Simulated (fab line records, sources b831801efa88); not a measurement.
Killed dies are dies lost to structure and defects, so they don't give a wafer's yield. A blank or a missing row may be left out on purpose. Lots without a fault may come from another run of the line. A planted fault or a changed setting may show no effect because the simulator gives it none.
Chamber matching | flow gf180mcu | GF_STI_CMP_25 on cmp-01: 4 sister chambers
The step polishes, stops on Si3N4, t overpolish 33 s, target thk 524.6 nm. 4 wafers are shown with their chamber, then 9 later ones without.

WAFERS WITH THEIR CHAMBER
wafer  | chamber | motor_current_A (A)
L400.4 | 2       | 13.3
L401.1 | 0       | 10.5
L401.2 | 1       | 11.9
L401.6 | 3       | 12.4

WAFERS WITHOUT THEIR CHAMBER
wafer  | motor_current_A (A)
L403.2 | 13.3
L403.5 | 10.7
L403.6 | 12.3
L404.3 | 13.3
L404.5 | 13.0
L404.6 | 12.7
L406.1 | 12.9
L406.3 | 13.4
L406.6 | 12.8

WHICH CHAMBER EACH WENT THROUGH
wafer  | from the rows above     | in truth
L403.2 | 2                       | 2
L403.5 | 0                       | 0
L403.6 | can't be placed: 3 or 1 | 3
L404.3 | 2                       | 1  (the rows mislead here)
L404.5 | can't be placed: 2 or 3 | 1
L404.6 | can't be placed: 3 or 2 | 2
L406.1 | can't be placed: 2 or 3 | 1
L406.3 | 2                       | 2
L406.6 | can't be placed: 3 or 2 | 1
Placed correctly: 3 of 9. Can't be placed from these rows: 5 (the true chamber is among the candidates in 2). Placed wrongly: 1.
How it was worked out, from the rows above alone: a wafer's distance from a chamber is the root of the sum, over the readings, of the square of ((its reading less the chamber's mean) divided by the reading's scatter). The wafer belongs to the nearest chamber; if the next one is less than 2 further off, it can't be placed. A chamber's mean is the mean of its shown wafers. The scatter: with one shown wafer a chamber, the root of the mean of the squares of how far each hidden wafer lies from its nearest shown one.
